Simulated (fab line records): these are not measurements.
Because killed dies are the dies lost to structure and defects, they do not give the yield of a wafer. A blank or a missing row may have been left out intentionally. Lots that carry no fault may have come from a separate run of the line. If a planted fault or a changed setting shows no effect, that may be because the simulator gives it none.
The same fault as seen by 2 desks    flow sky130    what lay behind the numbers comes last; until then each desk has only its own

== DESK OF THE TOOL OWNER: rie diel-02 ==
The tool's own readings at SKY_VIA3_ETCH_14 (etches BARC in N2/H2, stops on SiO2, time 45.9 s, target depth 60 nm): means of the sampled wafers that have a number, for each lot that ran on this tool. A lot is out of limits, marked OUT, if its mean lies more than 4 standard deviations from the usual mean; the brackets give that distance.
Columns: A = bias w at SKY_VIA3_ETCH_14, usual 99.98 W; B = drypump motor current A at SKY_VIA3_ETCH_14, usual 5.6 A; C = h2 flow sccm at SKY_VIA3_ETCH_14, usual 200.0 sccm; D = oes product au at SKY_VIA3_ETCH_14, usual 0.855 a.u.; E = throttle valve pct at SKY_VIA3_ETCH_14, usual 13.225 %
lot   first seen here  A       B    C      D      E
L228  day 40 15:46     100.08  6.0  200.1  0.849  13.218
L229  day 41 00:47     100.03  5.7  199.9  0.852  13.237
L234  day 42 07:13     99.96   5.7  199.4  0.851  13.223
L235  day 42 16:23     100.08  5.5  200.1  0.855  13.220
This desk found nothing out of limits on any of the 4 lots.

== THE METROLOGY DESK ==
Lot by lot, what the gauges showed, no matter which tool ran the lot: averages of those sampled wafers that carry a number. A lot is out of limits, marked OUT, if its mean lies more than 4 standard deviations from the usual mean; the brackets give that distance.
Columns: A = VIA3_BOW at SKY_VIA3_BOW_MEAS_03, usual 79 um; B = cd nm at SKY_VIA3_CD_MEAS_12, usual 199.7 nm; C = VIA3_OVL at SKY_VIA3_OVL_MEAS_13, usual 0 nm
lot   first seen here  A   B      C
L228  day 39 15:34     84  200.0  3
L229  day 39 23:59     78  201.3  0
L234  day 41 07:29     65  201.5  0
L235  day 41 17:37     85  202.0  -6
L241  day 43 01:51     82  200.5  0
L248  day 45 04:14     76  198.0  -6
This desk found nothing out of limits on any of the 6 lots.

== BROUGHT TOGETHER ==
The desk of the tool owner found nothing out of limits.
Metrology desk: nothing out of limits seen.

== WHAT THE SIMULATOR HAD INSERTED ==
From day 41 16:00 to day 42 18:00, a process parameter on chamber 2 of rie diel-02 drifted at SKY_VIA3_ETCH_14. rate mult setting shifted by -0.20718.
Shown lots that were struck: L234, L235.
